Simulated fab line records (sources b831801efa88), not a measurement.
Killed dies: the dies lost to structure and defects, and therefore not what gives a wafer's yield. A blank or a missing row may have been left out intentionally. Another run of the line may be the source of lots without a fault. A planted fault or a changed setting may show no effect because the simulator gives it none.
A struck lot beside a sound one || flow sky130 || 18 out of 708 route steps
Sound: wafers L162.2, L162.3, L162.5. Wafers struck: L171.2, L171.3, L171.4. At the end, the cause is stated.
Each step with rows lists, per side, the tool, then ch with its chambers, then its first start. Under that, the readings that differ: sound wafers || struck wafers || difference of the means || sigmas: that difference in standard deviations of wafers without a fault.
alike: readings whose means differ by less than 2 such deviations, and words and numbers that are the same on both sides. not compared: withheld readings, readings that some wafer has no value for, bounds like >300 that may hide the same value, and numbers for which the record gives no deviation and whose values overlap.
Wherever a step has rows on one side only, a row that says differs or no value, or a row with sigmas, the two part there. Non-overlapping numbers with no deviation appear without sigmas and do not part them. Lack of a reading on every wafer of one side parts them only where that side has two or more wafers.

first, 4 steps without rows for these wafers: SKY_VT_ADJUST_LVTN_SOFTBAKE_14 (time 60 s); SKY_VT_ADJUST_LVTN_EXPOSE_15 (exposes mask HVN STD DERIVED, target cd 600 nm); SKY_VT_ADJUST_LVTN_PEB_16; SKY_VT_ADJUST_LVTN_DEVELOP_17 (develop time 60 s).
SKY_VT_ADJUST_LVTN_OVL_MEAS_18:
  sound on overlay-01 at day 6 10:55; struck on overlay-02 at day 10 12:01
  alike: VT_ADJUST_LVTN_01_OVL
after that, 1 step had no rows for these wafers: SKY_VT_ADJUST_LVTN_IMPLANT_19.
SKY_VT_ADJUST_LVTN_STRIP_20: strips in O2/N2.
  sound on plasmaAsher-04 ch 0,1, day 6 11:05; struck on plasmaAsher-04 ch 0,1, day 10 12:11
  alike: chamberPressureMTorr, drypumpMotorCurrentA, oesProductAu, stripTimeToEndpointS
  not compared: rfHoursCounterH
SKY_VT_ADJUST_LVTN_TW_MEAS_21:
  sound on filmMetro-04 at day 6 11:12; struck on filmMetro-01 at day 10 12:18
  alike: VT_ADJUST_LVTN_2_TW
then, 4 steps without rows for these wafers: SKY_VT_ADJUST_NCORE_DEHYDRATE_00 (time 60 s); SKY_VT_ADJUST_NCORE_HMDS_01 (prime time 60 s); SKY_VT_ADJUST_NCORE_COAT_02 (resist thk 1140 nm); SKY_VT_ADJUST_NCORE_SOFTBAKE_03 (time 60 s).
SKY_VT_ADJUST_NCORE_EXPOSE_04: exposes mask LVTN COMPLEMENT THIN, target cd 380 nm.
  sound on ilineStepper-02 ch 0, day 6 20:30; struck on ilineStepper-01 ch 0, day 11 01:13
{"reading": "exposureDoseMJCm2", "sound": "139.14 138.99 139.02", "struck": "133.77 133.79 133.71", "difference": -5.29, "sigmas": -38}
  alike: mask, focusOffsetNm
then, 2 steps without rows for these wafers: SKY_VT_ADJUST_NCORE_PEB_05; SKY_VT_ADJUST_NCORE_DEVELOP_06 (develop time 60 s).
SKY_VT_ADJUST_NCORE_CD_MEAS_07: target cd 380 nm.
  sound on cdSem-02 at day 7 06:26; struck on cdSem-02 at day 11 12:50
{"reading": "cdNm (nm)", "sound": "376.6 379.1 378.6", "struck": "368.8 371.2 371.6", "difference": -7.6, "sigmas": -4}
SKY_VT_ADJUST_NCORE_OVL_MEAS_08:
  sound on overlay-01 at day 7 06:32; struck on overlay-01 at day 11 12:58
  alike: VT_ADJUST_NCORE_OVL
after that, 1 step had no rows for these wafers: SKY_PAD_OPEN_PROBE_99.

## WHERE THEY PART
At SKY_VT_ADJUST_NCORE_EXPOSE_04 first; at SKY_VT_ADJUST_NCORE_CD_MEAS_07 last (within this record only). Later steps at which nothing parts them and some readings are alike: SKY_VT_ADJUST_NCORE_OVL_MEAS_08.

WHY: the cause the simulator had injected
Process parameters drifting: ilineStepper-01 at SKY_VT_ADJUST_NCORE_EXPOSE_04, beginning at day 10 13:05. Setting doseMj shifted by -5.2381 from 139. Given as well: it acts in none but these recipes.
